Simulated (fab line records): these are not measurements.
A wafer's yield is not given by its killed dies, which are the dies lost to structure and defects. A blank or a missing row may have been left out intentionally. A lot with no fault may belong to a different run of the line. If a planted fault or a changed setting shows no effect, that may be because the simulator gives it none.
Which tool did it? | flow sky130 | 11 lots (32 wafers sampled), 1 step of a 708-step route

WHAT THE GAUGES READ, wafer by wafer
SKY_FIELD_ISO_THK_MEAS_04.
lot  | measured    | on           | FIELD_ISO_CVD_03_THK (nm)
L492 | day 1 16:23 | filmMetro-02 | 163.3 164.7 163.4
L494 | day 2 00:34 | filmMetro-04 | 164.7 165.9 164.9
L495 | day 2 05:59 | filmMetro-04 | 169.5 168.6 167.8
L497 | day 2 14:29 | filmMetro-03 | 167.8 167.6 168.4
L498 | day 2 20:31 | filmMetro-02 | 163.1 163.5 164.0
L501 | day 3 12:07 | filmMetro-03 | 169.1 169.6
L503 | day 4 00:01 | filmMetro-03 | 162.9 164.2 163.7
L510 | day 5 08:44 | filmMetro-02 | 166.1 165.8 166.3
L513 | day 5 22:29 | filmMetro-03 | 162.6 162.6 162.4
L514 | day 6 03:57 | filmMetro-04 | 162.7 164.3 161.8
L515 | day 6 09:51 | filmMetro-04 | 163.1 163.3 162.7

WHAT TOOL EACH LOT RAN ON (gives the tool, then ch and the chambers of the sampled wafers, and finally the start)
The record holds no process step before these readings.

THE ANSWER, worked out from the rows above alone
Rule: the usual values come from the lots themselves. The widest of any qualifying gaps counts: lots, ordered by their means at a reading, are off when they make up no more than a third of the lots, leave a main group of 4 or more, and stand apart from it by 3 or more times the standard deviation of that group's means. The tables above print the reading to a certain number of digits; a main group whose means all agree to those digits is not used. Also off: a lot with no number at a reading for which 4 or more lots have one. Where the step has rows for the other lots, those lots are counted as sound.
Nothing can be told from this: no lot is off at any reading shown.

WHAT THE SIMULATOR PUT IN
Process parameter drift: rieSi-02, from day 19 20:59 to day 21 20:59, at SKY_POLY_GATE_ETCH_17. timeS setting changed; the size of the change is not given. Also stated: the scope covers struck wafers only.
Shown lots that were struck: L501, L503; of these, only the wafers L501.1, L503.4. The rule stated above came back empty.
